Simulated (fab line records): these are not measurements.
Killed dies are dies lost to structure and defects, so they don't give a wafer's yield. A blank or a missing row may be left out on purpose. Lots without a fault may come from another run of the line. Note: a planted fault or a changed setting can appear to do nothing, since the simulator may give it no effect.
fab line records -- flow sfq_line
record lots=5, wafers=15, last_day=80
route steps=325 shown M3@125 I3@133 M4@148
lots with no fault: from the same line, run without faults
start_h: hours from the record's first day to the start of the lot's first wafer shown -- wait_h: hours elapsed since this lot's preceding step -- " identical to the entry in the row above -- L1.1+2: several wafers, shown together as one row -- - no value present, or no start provided -- * or withheld: withheld -- < > ~ a bound
route shown NAME@n: a module of which the file shows steps, and the number in the route of the first -- usual: mean/standard deviation of fault-free wafers -- same: alike in all rows -- chamber/n: place in a boat -- sites: the reading at each site -- _std_site: their standard deviation -- _edge_site: the outer-site mean with the inner-site mean subtracted -- radius_mm: how far each site lies from the wafer's centre -- mask NAME#n: copy n -- behind: tool/chamber where the wafer was last shaped -- hold: reason for holding the lot/hours on hold/outcome of the hold -- device: whichever transistor did not switch (one of n, p or np) -- end of line: at the end of the route, the tests of the same wafers -- for a step that has no rows: nothing shown but its recipe -- killed: dies lost to structure and defects at the first sort, not the wafer's yield -- map: a wafer's dies, x killed, . not, _ none there
set.NAME: the setting the step ran with; set.NAME@STEP: the setting that earlier step ran with -- model.NAME: the simulator's own value behind a step, which no gauge read
a table for each step, a row for each wafer; lots at some steps of the route
services: a tool's chamber out of use, with start hour (start_h, from the record's first day; less than 0 if before it), hours out, and reason
## steps
# step SFQ_TRILAYER_M3_LITHO_EXPOSE_076
# recipe mask_id=M3, na=0.6, source_shape=conventional, sigma_outer=0.65, target_cd_nm=500, dose_mj=14.4
lot.wafer,tool,chamber,start_h,wait_h,mask
L082.1+2+6,krf_scanner-01,0,697.87,-,M3#0
L083.1+2+3,krf_scanner-01,0,706.27,-,M3#0
L086.2+5+6,krf_scanner-01,0,716.07,-,M3#0
L089.1+3+5,krf_scanner-01,0,742.27,-,M3#0
L096.1+3+5,krf_scanner-01,0,794.97,-,M3#0
# step SFQ_TRILAYER_M3_LITHO_PEB_078
# recipe peb_temp_c=115, peb_time_s=60, resist=KrF
# usual exhaust_pa=45.0/0.95
lot.wafer,tool,chamber,start_h,wait_h,exhaust_pa
L082.1,litho_track-03,0,699.07,1.0,43.4
L082.2,litho_track-03,0,699.07,1.0,44.8
L082.6,litho_track-03,0,699.07,1.0,44.1
L083.1,litho_track-03,0,707.47,1.0,45.8
L083.2,litho_track-03,0,707.47,1.0,45.8
L083.3,litho_track-03,0,707.47,1.0,45.5
L086.2,litho_track-03,0,717.10,0.8,44.3
L086.5,litho_track-03,0,717.10,0.8,45.7
L086.6,litho_track-03,0,717.10,0.8,45.5
L089.1,litho_track-02,0,743.47,1.0,44.3
L089.3,litho_track-02,0,743.47,1.0,43.7
L089.5,litho_track-02,0,743.47,1.0,43.4
L096.1,litho_track-01,0,796.17,1.0,44.3
L096.3,litho_track-01,0,796.17,1.0,43.4
L096.5,litho_track-01,0,796.17,1.0,43.7
# step SFQ_TRILAYER_M3_LITHO_DEVELOP_077
# recipe time_s=60, resist=KrF
# usual exhaust_pa=45.2/0.89
lot.wafer,tool,chamber,start_h,wait_h,exhaust_pa
L082.1,litho_track-03,0,699.22,0.1,44.1
L082.2,litho_track-03,0,699.22,0.1,44.3
L082.6,litho_track-03,0,699.22,0.1,43.8
L083.1,litho_track-03,0,707.62,0.1,46.0
L083.2,litho_track-03,0,707.62,0.1,44.5
L083.3,litho_track-03,0,707.62,0.1,44.2
L086.2,litho_track-03,0,717.25,0.1,44.7
L086.5,litho_track-03,0,717.25,0.1,46.6
L086.6,litho_track-03,0,717.25,0.1,45.1
L089.1,litho_track-02,0,743.62,0.1,47.2
L089.3,litho_track-02,0,743.62,0.1,45.9
L089.5,litho_track-02,0,743.62,0.1,44.9
L096.1,litho_track-01,0,796.32,0.1,45.7
L096.3,litho_track-01,0,796.32,0.1,46.3
L096.5,litho_track-01,0,796.32,0.1,45.9
# step SFQ_M3_OVL_MEAS_921
# usual M3_OVL=-1/4.1
lot.wafer,tool,chamber,start_h,wait_h,M3_OVL[nm]
L082.1,overlay-01,-,699.37,0.1,-4
L082.2,overlay-01,-,699.37,0.1,0
L082.6,overlay-01,-,699.37,0.1,-1
L083.1,overlay-01,-,707.77,0.1,-2
L083.2,overlay-01,-,707.77,0.1,-3
L083.3,overlay-01,-,707.77,0.1,-2
L086.2,overlay-01,-,717.38,0.1,3
L086.5,overlay-01,-,717.38,0.1,7
L086.6,overlay-01,-,717.38,0.1,5
L089.1,overlay-01,-,743.77,0.1,-3
L089.3,overlay-01,-,743.77,0.1,-4
L089.5,overlay-01,-,743.77,0.1,-1
L096.1,overlay-02,-,796.47,0.1,0
L096.3,overlay-02,-,796.47,0.1,-1
L096.5,overlay-02,-,796.47,0.1,3
# step SFQ_TRILAYER_M3_BARC_OPEN_METAL_ETCH_100
# recipe mask_material=PR, chemistry=O2, target_depth_nm=125, target=BARC, icp_w=600, bias_w=80, pressure_mtorr=10, time_s=41.7
# usual chamber_pressure_mTorr=10.001/0.0093, drypump_motor_current_A=5.19/0.17, he_backside_leak_sccm=3.45/0.18, oes_product_au=0.685/0.0049
lot.wafer,tool,chamber,start_h,wait_h,chamber_pressure_mTorr,drypump_motor_current_A,he_backside_leak_sccm,oes_product_au,rf_hours_counter_h
L082.1,rie_metal-01,1,699.41,0.0,10.013,5.16,3.63,0.683,65
L082.2,rie_metal-01,0,699.41,0.0,9.995,5.07,3.63,0.683,94
L082.6,rie_metal-01,1,699.41,0.0,10.008,5.13,3.57,0.686,-
L083.1,rie_metal-03,1,707.81,0.0,10.007,5.42,3.47,0.672,33
L083.2,rie_metal-03,0,707.81,0.0,9.997,5.32,3.43,0.686,42
L083.3,rie_metal-03,0,707.81,0.0,9.995,5.31,3.53,0.680,-
L086.2,rie_metal-03,1,717.41,0.0,9.996,5.41,3.44,0.690,36
L086.5,rie_metal-03,0,717.41,0.0,9.992,5.32,3.40,0.679,-
L086.6,rie_metal-03,1,717.41,0.0,10.010,5.40,3.38,0.689,-
L089.1,rie_metal-03,0,743.81,0.0,10.023,5.30,3.52,0.682,48
L089.3,rie_metal-03,1,743.81,0.0,9.991,5.41,3.63,0.684,-
L089.5,rie_metal-03,1,743.81,0.0,10.019,5.42,3.53,0.692,-
L096.1,rie_metal-04,1,796.51,0.0,9.985,4.89,3.42,0.680,93
L096.3,rie_metal-04,1,796.51,0.0,10.001,4.86,3.47,0.684,-
L096.5,rie_metal-04,0,796.51,0.0,10.016,5.05,3.31,0.691,-
# step SFQ_TRILAYER_M3_ETCH_METAL_ETCH_078
# recipe target=Nb, stop_on=SiO2, mask_material=PR, chemistry=Cl2/Ar, target_depth_nm=240, icp_w=600, bias_w=80, pressure_mtorr=10, time_s=120
# usual chamber_pressure_mTorr=10.000/0.0094, drypump_motor_current_A=5.19/0.16, he_backside_leak_sccm=3.46/0.24, oes_product_au=0.894/0.0087
lot.wafer,tool,chamber,start_h,wait_h,chamber_pressure_mTorr,drypump_motor_current_A,he_backside_leak_sccm,oes_product_au,rf_hours_counter_h
L082.1,rie_metal-01,1,699.47,0.0,10.005,5.17,3.55,0.899,65
L082.2,rie_metal-01,0,699.47,0.0,10.000,5.07,3.26,0.896,94
L082.6,rie_metal-01,1,699.47,0.0,9.992,5.18,3.62,0.893,-
L083.1,rie_metal-03,1,707.87,0.0,10.009,5.37,3.40,0.886,33
L083.2,rie_metal-03,0,707.87,0.0,9.992,5.31,3.49,0.895,42
L083.3,rie_metal-03,0,707.87,0.0,9.993,5.30,5.48,0.897,-
L086.2,rie_metal-03,1,717.47,0.0,10.014,5.42,3.51,0.907,36
L086.5,rie_metal-03,0,717.47,0.0,9.998,5.32,3.58,0.896,-
L086.6,rie_metal-03,1,717.47,0.0,10.004,5.41,3.44,0.891,-
L089.1,rie_metal-03,0,743.87,0.0,9.997,5.30,3.49,0.889,48
L089.3,rie_metal-03,1,743.87,0.0,10.021,5.41,3.49,0.899,-
L089.5,rie_metal-03,1,743.87,0.0,10.006,5.42,3.55,0.886,-
L096.1,rie_metal-04,1,796.57,0.0,10.024,4.87,3.72,0.907,93
L096.3,rie_metal-04,1,796.57,0.0,9.990,4.88,3.63,0.901,-
L096.5,rie_metal-04,0,796.57,0.0,9.996,5.06,3.18,0.885,-
# step SFQ_TRILAYER_M3_STRIP_STRIP_079
# recipe gas=O2, power_w=200, platen_temp_c=40, overash_fraction=0.65, chemistry=O2, pressure_mtorr=50
# usual chamber_pressure_mTorr=50.00/0.048, drypump_motor_current_A=5.19/0.16, he_backside_leak_sccm=3.47/0.15, oes_product_au=1.007/0.012
lot.wafer,tool,chamber,start_h,wait_h,chamber_pressure_mTorr,drypump_motor_current_A,he_backside_leak_sccm,oes_product_au,rf_hours_counter_h
L082.1,rie_metal-01,1,699.59,0.1,49.99,5.14,3.56,1.017,65
L082.2,rie_metal-01,0,699.59,0.1,50.03,5.08,3.28,0.990,94
L082.6,rie_metal-01,1,699.59,0.1,49.93,5.16,3.57,1.024,-
L083.1,rie_metal-03,1,707.99,0.1,50.10,5.41,3.40,1.009,34
L083.2,rie_metal-03,0,707.99,0.1,49.96,5.31,3.56,0.993,42
L083.3,rie_metal-03,0,707.99,0.1,50.00,5.30,3.26,0.992,-
L086.2,rie_metal-03,1,717.59,0.1,50.03,5.42,3.54,1.011,36
L086.5,rie_metal-03,0,717.59,0.1,50.02,5.31,3.47,0.989,-
L086.6,rie_metal-03,1,717.59,0.1,49.97,5.39,3.40,1.011,-
L089.1,rie_metal-03,0,743.99,0.1,50.04,5.31,3.52,1.004,49
L089.3,rie_metal-03,1,743.99,0.1,50.11,5.43,3.41,1.016,-
L089.5,rie_metal-03,1,743.99,0.1,50.04,5.42,3.51,1.014,-
L096.1,rie_metal-04,1,796.69,0.1,49.94,4.84,3.59,0.992,93
L096.3,rie_metal-04,1,796.69,0.1,50.03,4.83,3.54,0.995,-
L096.5,rie_metal-04,0,796.69,0.1,50.07,5.05,3.30,1.013,-
# step SFQ_TRILAYER_M3_STRIP_SOLV_CLEAN_080
# recipe chemistry=NMP, temp_c=70, time_s=600
# usual bath_heat_duty_pct=14.3/2.4
lot.wafer,tool,chamber,start_h,wait_h,bath_heat_duty_pct
L082.1,wet_bench-02,6,700.19,0.4,11.5
L082.2,wet_bench-02,1,700.19,0.4,13.9
L082.6,wet_bench-02,3,700.19,0.4,17.1
L083.1,wet_bench-01,5,708.59,0.4,13.6
L083.2,wet_bench-01,6,708.59,0.4,13.4
L083.3,wet_bench-01,1,708.59,0.4,14.3
L086.2,wet_bench-02,2,718.19,0.4,15.5
L086.5,wet_bench-02,1,718.19,0.4,13.2
L086.6,wet_bench-02,5,718.19,0.4,23.6
L089.1,wet_bench-01,1,744.59,0.4,15.2
L089.3,wet_bench-01,0,744.59,0.4,11.3
L089.5,wet_bench-01,7,744.59,0.4,14.0
L096.1,wet_bench-02,6,797.29,0.4,10.6
L096.3,wet_bench-02,5,797.29,0.4,21.3
L096.5,wet_bench-02,7,797.29,0.4,16.9
# step SFQ_TRILAYER_I3_DEP_PECVD_081
# recipe material=SiO2, temp_c=150, time_s=111.11, pressure_torr=2.4, rf_w=183.3, precursor=SiH4/N2O, target_thk_nm=500
# usual heater_power_w=85/15, throttle_valve_pct=24.8/1.2
lot.wafer,tool,chamber,start_h,wait_h,heater_power_w,throttle_valve_pct
L082.1,pecvd-03,1,700.37,0.0,83,25.9
L082.2,pecvd-03,0,700.37,0.0,91,23.7
L082.6,pecvd-03,2,700.37,0.0,103,25.7
L083.1,pecvd-03,0,708.77,0.0,103,23.6
L083.2,pecvd-03,1,708.77,0.0,86,26.0
L083.3,pecvd-03,2,708.77,0.0,103,25.9
L086.2,pecvd-04,1,718.37,0.0,113,25.0
L086.5,pecvd-04,2,718.37,0.0,81,24.7
L086.6,pecvd-04,0,718.37,0.0,76,26.1
L089.1,pecvd-04,0,744.78,0.0,78,25.9
L089.3,pecvd-04,1,744.78,0.0,113,24.8
L089.5,pecvd-04,2,744.78,0.0,79,24.9
L096.1,pecvd-02,0,797.47,0.0,85,23.2
L096.3,pecvd-02,2,797.47,0.0,66,23.5
L096.5,pecvd-02,2,797.47,0.0,69,23.8
# step SFQ_TRILAYER_I3_CMP_CMP_082
# recipe material=SiO2, down_force_psi=3, platen_rpm=60, pad_velocity_m_s=0.94248
# usual motor_current_A=10.0/0.53, time_to_endpoint_s=217/9.3
lot.wafer,tool,chamber,start_h,wait_h,motor_current_A,time_to_endpoint_s
L082.1,cmp-01,0,739.32,38.9,9.9,220
L082.2,cmp-01,1,739.32,38.9,10.2,197
L082.6,cmp-01,0,741.32,40.9,10.3,221
L083.1,cmp-01,0,755.57,46.8,9.3,217
L083.3,cmp-01,1,755.57,46.8,10.4,202
L083.2,cmp-01,3,757.07,48.3,10.8,210
L086.2,cmp-01,0,772.07,53.7,9.9,216
L086.5,cmp-01,1,772.07,53.7,10.6,206
L086.6,cmp-01,2,772.07,53.7,9.9,220
L089.1,cmp-02,0,801.28,56.5,9.7,218
L089.3,cmp-02,3,802.78,58.0,10.1,207
L089.5,cmp-02,0,802.78,58.0,9.7,216
L096.3,cmp-02,1,852.51,55.0,10.1,230
L096.1,cmp-02,3,853.51,56.0,9.7,207
L096.5,cmp-02,1,854.51,57.0,10.2,224
# step SFQ_I3_BOW_MEAS_922
# recipe mode=bow
# usual I3_BOW=6/9.1
lot.wafer,tool,chamber,start_h,wait_h,I3_BOW[um]
L082.1,film_metro-03,-,742.32,2.5,20
L082.2,film_metro-03,-,742.32,2.5,5
L082.6,film_metro-03,-,742.32,2.5,5
L083.1,film_metro-02,-,758.57,2.5,2
L083.2,film_metro-02,-,758.57,2.5,10
L083.3,film_metro-02,-,758.57,2.5,4
L086.2,film_metro-03,-,773.59,1.0,-7
L086.5,film_metro-03,-,773.59,1.0,-9
L086.6,film_metro-03,-,773.59,1.0,-11
L089.1,film_metro-04,-,804.28,2.5,24
L089.3,film_metro-04,-,804.28,2.5,17
L089.5,film_metro-04,-,804.28,2.5,6
L096.1,film_metro-03,-,855.51,1.5,-7
L096.3,film_metro-03,-,855.51,1.5,7
L096.5,film_metro-03,-,855.51,1.5,1
# step SFQ_TRILAYER_I3_METRO_MEASURE_083
# usual thk_nm=200.2/1.5
lot.wafer,tool,chamber,start_h,wait_h,thk_nm
L082.1,film_metro-03,-,742.44,0.1,202.8
L082.2,film_metro-03,-,742.44,0.1,199.6
L082.6,film_metro-03,-,742.44,0.1,202.1
L083.1,film_metro-02,-,758.69,0.1,203.2
L083.2,film_metro-02,-,758.69,0.1,200.9
L083.3,film_metro-02,-,758.69,0.1,200.0
L086.2,film_metro-03,-,773.89,0.3,201.4
L086.5,film_metro-03,-,773.89,0.3,198.2
L086.6,film_metro-03,-,773.89,0.3,199.6
L089.1,film_metro-04,-,804.40,0.1,200.7
L089.3,film_metro-04,-,804.40,0.1,198.8
L089.5,film_metro-04,-,804.40,0.1,200.1
L096.1,film_metro-03,-,855.63,0.1,200.6
L096.3,film_metro-03,-,855.63,0.1,202.2
L096.5,film_metro-03,-,855.63,0.1,202.0
# step SFQ_TRILAYER_I3_VIA_LITHO_COAT_090
# recipe resist=BARC, spin_rpm=3000, resist_thk_nm=62
# usual exhaust_pa=45.0/0.99
lot.wafer,tool,chamber,start_h,wait_h,exhaust_pa
L082.1,litho_track-04,0,743.64,1.0,44.3
L082.2,litho_track-04,0,743.64,1.0,45.3
L082.6,litho_track-04,0,743.64,1.0,45.5
L083.1,litho_track-02,0,759.89,1.0,44.2
L083.2,litho_track-02,0,759.89,1.0,45.5
L083.3,litho_track-02,0,759.89,1.0,44.7
L086.2,litho_track-02,0,774.94,0.8,45.0
L086.5,litho_track-02,0,774.94,0.8,43.9
L086.6,litho_track-02,0,774.94,0.8,44.2
L089.1,litho_track-01,0,805.60,1.0,45.6
L089.3,litho_track-01,0,805.60,1.0,46.0
L089.5,litho_track-01,0,805.60,1.0,45.5
L096.1,litho_track-01,0,856.83,1.0,46.8
L096.3,litho_track-01,0,856.83,1.0,46.1
L096.5,litho_track-01,0,856.83,1.0,47.3
# step SFQ_TRILAYER_I3_VIA_LITHO_COAT_085
# recipe resist=KrF, spin_rpm=3000, resist_thk_nm=650
# usual exhaust_pa=45.0/0.95
lot.wafer,tool,chamber,start_h,wait_h,exhaust_pa
L082.1,litho_track-04,0,743.94,0.2,46.8
L082.2,litho_track-04,0,743.94,0.2,46.6
L082.6,litho_track-04,0,743.94,0.2,45.6
L083.1,litho_track-02,0,760.19,0.2,46.1
L083.2,litho_track-02,0,760.19,0.2,46.4
L083.3,litho_track-02,0,760.19,0.2,46.1
L086.2,litho_track-02,0,775.24,0.2,44.8
L086.5,litho_track-02,0,775.24,0.2,45.1
L086.6,litho_track-02,0,775.24,0.2,44.1
L089.1,litho_track-01,0,805.90,0.2,43.4
L089.3,litho_track-01,0,805.90,0.2,45.4
L089.5,litho_track-01,0,805.90,0.2,45.9
L096.1,litho_track-01,0,857.13,0.2,45.4
L096.3,litho_track-01,0,857.13,0.2,46.4
L096.5,litho_track-01,0,857.13,0.2,45.4
# step SFQ_TRILAYER_I3_VIA_LITHO_SOFTBAKE_089
# recipe temp_c=withheld, time_s=withheld, resist=KrF
# usual exhaust_pa=45.0/0.92
lot.wafer,tool,chamber,start_h,wait_h,exhaust_pa
L082.1,litho_track-04,0,744.24,0.2,44.3
L082.2,litho_track-04,0,744.24,0.2,43.9
L082.6,litho_track-04,0,744.24,0.2,44.5
L083.1,litho_track-02,0,760.49,0.2,45.4
L083.2,litho_track-02,0,760.49,0.2,43.5
L083.3,litho_track-02,0,760.49,0.2,44.4
L086.2,litho_track-02,0,775.51,0.2,45.2
L086.5,litho_track-02,0,775.51,0.2,46.8
L086.6,litho_track-02,0,775.51,0.2,46.4
L089.1,litho_track-01,0,806.20,0.2,45.1
L089.3,litho_track-01,0,806.20,0.2,44.6
L089.5,litho_track-01,0,806.20,0.2,43.5
L096.1,litho_track-01,0,857.43,0.2,43.5
L096.3,litho_track-01,0,857.43,0.2,45.1
L096.5,litho_track-01,0,857.43,0.2,45.3
# step SFQ_TRILAYER_I3_VIA_LITHO_EXPOSE_086
# recipe mask_id=I3, na=0.6, source_shape=conventional, sigma_outer=0.65, target_cd_nm=500, dose_mj=21.3
lot.wafer,tool,chamber,start_h,wait_h,mask
L082.1+2+6,krf_scanner-01,0,818.97,-,I3#0
L083.1+2+3,krf_scanner-01,0,834.12,-,I3#0
L086.2+5+6,krf_scanner-01,0,847.52,-,I3#0
L089.1+3+5,krf_scanner-01,0,874.92,-,I3#0
L096.1+3+5,krf_scanner-01,0,928.92,-,I3#0
# step SFQ_TRILAYER_I3_VIA_LITHO_PEB_088
# recipe peb_temp_c=115, peb_time_s=60, resist=KrF
# usual exhaust_pa=44.9/0.9
lot.wafer,tool,chamber,start_h,wait_h,exhaust_pa
L082.1,litho_track-02,0,820.17,1.0,44.3
L082.2,litho_track-02,0,820.17,1.0,45.0
L082.6,litho_track-02,0,820.17,1.0,45.0
L083.1,litho_track-04,0,835.32,1.0,45.1
L083.2,litho_track-04,0,835.32,1.0,44.7
L083.3,litho_track-04,0,835.32,1.0,46.1
L086.2,litho_track-01,0,848.55,0.8,44.2
L086.5,litho_track-01,0,848.55,0.8,44.1
L086.6,litho_track-01,0,848.55,0.8,42.5
L089.1,litho_track-01,0,876.12,1.0,46.3
L089.3,litho_track-01,0,876.12,1.0,46.6
L089.5,litho_track-01,0,876.12,1.0,45.1
L096.1,litho_track-02,0,930.12,1.0,45.6
L096.3,litho_track-02,0,930.12,1.0,45.2
L096.5,litho_track-02,0,930.12,1.0,45.4
# step SFQ_TRILAYER_I3_VIA_LITHO_DEVELOP_087
# recipe time_s=60, resist=KrF
# usual exhaust_pa=44.7/0.9
lot.wafer,tool,chamber,start_h,wait_h,exhaust_pa
L082.1,litho_track-02,0,820.32,0.1,44.3
L082.2,litho_track-02,0,820.32,0.1,44.6
L082.6,litho_track-02,0,820.32,0.1,45.8
L083.1,litho_track-04,0,835.47,0.1,44.7
L083.2,litho_track-04,0,835.47,0.1,45.7
L083.3,litho_track-04,0,835.47,0.1,45.8
L086.2,litho_track-01,0,848.70,0.1,43.9
L086.5,litho_track-01,0,848.70,0.1,43.6
L086.6,litho_track-01,0,848.70,0.1,45.2
L089.1,litho_track-01,0,876.27,0.1,45.2
L089.3,litho_track-01,0,876.27,0.1,44.8
L089.5,litho_track-01,0,876.27,0.1,44.7
L096.1,litho_track-02,0,930.27,0.1,43.3
L096.3,litho_track-02,0,930.27,0.1,45.0
L096.5,litho_track-02,0,930.27,0.1,44.6
# step SFQ_I3_OVL_MEAS_923
# usual I3_OVL=-1/5.8
lot.wafer,tool,chamber,start_h,wait_h,I3_OVL[nm]
L082.1,overlay-01,-,820.47,0.1,3
L082.2,overlay-01,-,820.47,0.1,3
L082.6,overlay-01,-,820.47,0.1,0
L083.1,overlay-01,-,835.62,0.1,-5
L083.2,overlay-01,-,835.62,0.1,-13
L083.3,overlay-01,-,835.62,0.1,0
L086.2,overlay-02,-,848.83,0.1,-1
L086.5,overlay-02,-,848.83,0.1,8
L086.6,overlay-02,-,848.83,0.1,1
L089.1,overlay-02,-,876.42,0.1,1
L089.3,overlay-02,-,876.42,0.1,2
L089.5,overlay-02,-,876.42,0.1,6
L096.1,overlay-02,-,930.42,0.1,1
L096.3,overlay-02,-,930.42,0.1,-2
L096.5,overlay-02,-,930.42,0.1,-1
# step SFQ_TRILAYER_I3_VIA_BARC_OPEN_VIA_ETCH_121
# recipe mask_material=PR, chemistry=O2, target_depth_nm=125, target=BARC, source_w=500, bias_w=80, pressure_mtorr=30, time_s=41.7
# usual chamber_pressure_mTorr=30.001/0.025, drypump_motor_current_A=5.7/0.43, oes_product_au=0.686/0.0043
lot.wafer,tool,chamber,start_h,wait_h,chamber_pressure_mTorr,drypump_motor_current_A,oes_product_au,rf_hours_counter_h
L082.1,rie_diel-01,3,820.51,0.0,29.998,6.2,0.686,16
L082.2,rie_diel-01,0,820.51,0.0,29.973,5.6,0.684,16
L082.6,rie_diel-01,0,820.51,0.0,30.026,5.6,0.690,-
L083.1,rie_diel-04,1,835.66,0.0,30.009,6.6,0.689,1
L083.2,rie_diel-04,0,835.66,0.0,29.990,5.7,0.682,4
L083.3,rie_diel-04,2,835.66,0.0,29.982,6.0,0.690,18
L086.2,rie_diel-01,2,848.86,0.0,29.981,5.8,0.695,18
L086.5,rie_diel-01,0,848.86,0.0,30.007,5.6,0.684,-
L086.6,rie_diel-01,3,848.86,0.0,30.063,6.2,0.685,-
L089.1,rie_diel-03,1,876.46,0.0,30.005,5.5,0.687,12
L089.3,rie_diel-03,2,876.46,0.0,30.025,5.7,0.681,20
L089.5,rie_diel-03,3,876.46,0.0,29.952,5.9,0.684,-
L096.1,rie_diel-03,1,930.46,0.0,30.024,5.5,0.683,13
L096.3,rie_diel-03,2,930.46,0.0,29.968,5.7,0.681,21
L096.5,rie_diel-03,1,930.46,0.0,30.013,5.4,0.688,-
# step SFQ_TRILAYER_I3_VIA_ETCH_VIA_ETCH_088
# recipe target=SiO2, stop_on=Nb, mask_material=PR, taper_deg=20, chemistry=CHF3, target_depth_nm=260, source_w=500, bias_w=80, pressure_mtorr=30, time_s=withheld
# usual chamber_pressure_mTorr=30.003/0.027, drypump_motor_current_A=5.7/0.44, oes_product_au=0.855/0.0059
lot.wafer,tool,chamber,start_h,wait_h,chamber_pressure_mTorr,drypump_motor_current_A,oes_product_au
L082.1,rie_diel-01,3,820.55,0.0,29.979,6.2,0.857
L082.2,rie_diel-01,0,820.55,0.0,29.958,5.6,0.858
L082.6,rie_diel-01,0,820.55,0.0,30.051,5.6,0.863
L083.1,rie_diel-04,1,835.70,0.0,29.985,6.6,0.863
L083.2,rie_diel-04,0,835.70,0.0,29.992,5.7,0.861
L083.3,rie_diel-04,2,835.70,0.0,29.953,6.0,0.853
L086.2,rie_diel-01,2,848.90,0.0,29.997,5.8,0.862
L086.5,rie_diel-01,0,848.90,0.0,30.006,5.6,0.846
L086.6,rie_diel-01,3,848.90,0.0,30.004,6.2,0.844
L089.1,rie_diel-03,1,876.50,0.0,30.017,5.4,0.863
L089.3,rie_diel-03,2,876.50,0.0,29.997,5.7,0.849
L089.5,rie_diel-03,3,876.50,0.0,29.976,5.9,0.845
L096.1,rie_diel-03,1,930.50,0.0,30.037,5.5,0.853
L096.3,rie_diel-03,2,930.50,0.0,29.996,5.7,0.863
L096.5,rie_diel-03,1,930.50,0.0,30.002,5.5,0.865
# step SFQ_TRILAYER_I3_VIA_STRIP_STRIP_089
# recipe gas=O2, power_w=200, platen_temp_c=40, overash_fraction=0.65, chemistry=O2, pressure_mtorr=50
# usual chamber_pressure_mTorr=50.00/0.043, drypump_motor_current_A=5.5/0.35, he_backside_leak_sccm=3.59/0.29, oes_product_au=1.002/0.013
lot.wafer,tool,chamber,start_h,wait_h,chamber_pressure_mTorr,drypump_motor_current_A,he_backside_leak_sccm,oes_product_au,rf_hours_counter_h
L082.1,rie_metal-01,0,820.66,-,49.87,5.1,3.06,1.004,116
L082.2,rie_metal-01,1,820.66,-,49.98,5.2,3.84,1.036,88
L082.6,rie_metal-01,0,820.66,-,49.99,5.1,3.28,0.997,-
L083.1,rie_metal-02,1,835.81,-,50.02,6.0,3.35,0.982,121
L083.2,rie_metal-02,0,835.81,-,50.01,5.7,4.17,1.012,154
L083.3,rie_metal-02,1,835.81,-,49.95,5.9,3.34,0.989,-
L086.2,rie_metal-02,1,849.01,-,50.02,6.0,3.51,0.987,124
L086.5,rie_metal-02,0,849.01,-,49.95,5.8,3.76,1.002,-
L086.6,rie_metal-02,1,849.01,-,50.01,5.9,3.44,0.987,-
L089.1,rie_metal-02,1,876.61,-,49.98,5.9,3.34,0.996,131
L089.3,rie_metal-02,1,876.61,-,50.00,6.0,3.38,0.995,-
L089.5,rie_metal-02,1,876.61,-,50.06,6.0,3.41,0.984,-
L096.1,rie_metal-01,0,930.61,-,49.96,5.1,3.42,0.987,137
L096.3,rie_metal-01,0,930.61,-,50.03,5.1,3.53,0.985,-
L096.5,rie_metal-01,1,930.61,-,50.00,5.2,4.33,1.019,-
# step SFQ_TRILAYER_I3_VIA_STRIP_SOLV_CLEAN_090
# recipe chemistry=NMP, temp_c=70, time_s=600
# usual bath_heat_duty_pct=13.7/1.5
lot.wafer,tool,chamber,start_h,wait_h,bath_heat_duty_pct
L082.1,wet_bench-01,1,821.26,0.4,14.3
L082.2,wet_bench-01,5,821.26,0.4,13.1
L082.6,wet_bench-01,0,821.26,0.4,10.5
L083.1,wet_bench-04,0,836.41,0.4,15.9
L083.2,wet_bench-04,7,836.41,0.4,13.4
L083.3,wet_bench-04,6,836.41,0.4,15.3
L086.2,wet_bench-03,7,849.61,0.4,13.4
L086.5,wet_bench-03,3,849.61,0.4,15.2
L086.6,wet_bench-03,0,849.61,0.4,13.3
L089.1,wet_bench-01,4,877.81,1.0,11.9
L089.3,wet_bench-01,7,877.81,1.0,15.1
L089.5,wet_bench-01,5,877.81,1.0,13.8
L096.1,wet_bench-01,3,931.21,0.4,12.0
L096.3,wet_bench-01,4,931.21,0.4,12.0
L096.5,wet_bench-01,1,931.21,0.4,14.3
# step SFQ_TRILAYER_M4_DEP_PRE_CLEAN_092
# recipe gas=Ar, time_s=22.5, bias_v=250
lot.wafer,tool,chamber,start_h,wait_h
L082.1+2+6,pvd_sputter-05,-,821.44,0.0
L083.1+2+3,pvd_sputter-03,-,836.59,0.0
L086.2+5+6,pvd_sputter-04,-,849.82,0.0
L089.1+3+5,pvd_sputter-03,-,877.99,0.0
L096.1+3+5,pvd_sputter-04,-,931.39,0.0
## services
tool,chamber,start_h,hours,kind
rie_diel-01,3,683.71,2.0,repair
rie_diel-03,0,726.48,13.0,repair
rie_diel-03,-,744.54,15.6,pm
cmp-01,-,748.18,4.4,repair
rie_metal-04,1,749.18,16.4,repair
wet_bench-02,-,764.68,5.1,repair
krf_scanner-01,-,771.07,1.0,pm
krf_scanner-01,-,773.27,1.3,pm
cmp-01,-,781.88,7.3,repair
film_metro-03,-,788.94,0.4,pm
krf_scanner-01,-,828.59,0.9,repair
rie_diel-03,-,829.15,1.7,repair
krf_scanner-01,-,830.97,0.8,pm
rie_metal-03,-,837.32,15.6,pm
wet_bench-02,-,846.97,2.8,repair
cmp-01,-,854.15,2.7,repair
rie_metal-03,-,866.77,14.6,pm
rie_diel-01,3,871.66,9.7,repair
rie_diel-03,-,873.87,0.5,repair
rie_diel-03,0,875.55,14.3,repair
rie_diel-01,-,885.94,2.8,pm
rie_diel-01,0,914.30,3.9,repair
rie_diel-03,1,917.63,6.1,repair
rie_metal-01,-,926.83,2.8,pm
## key
fault none
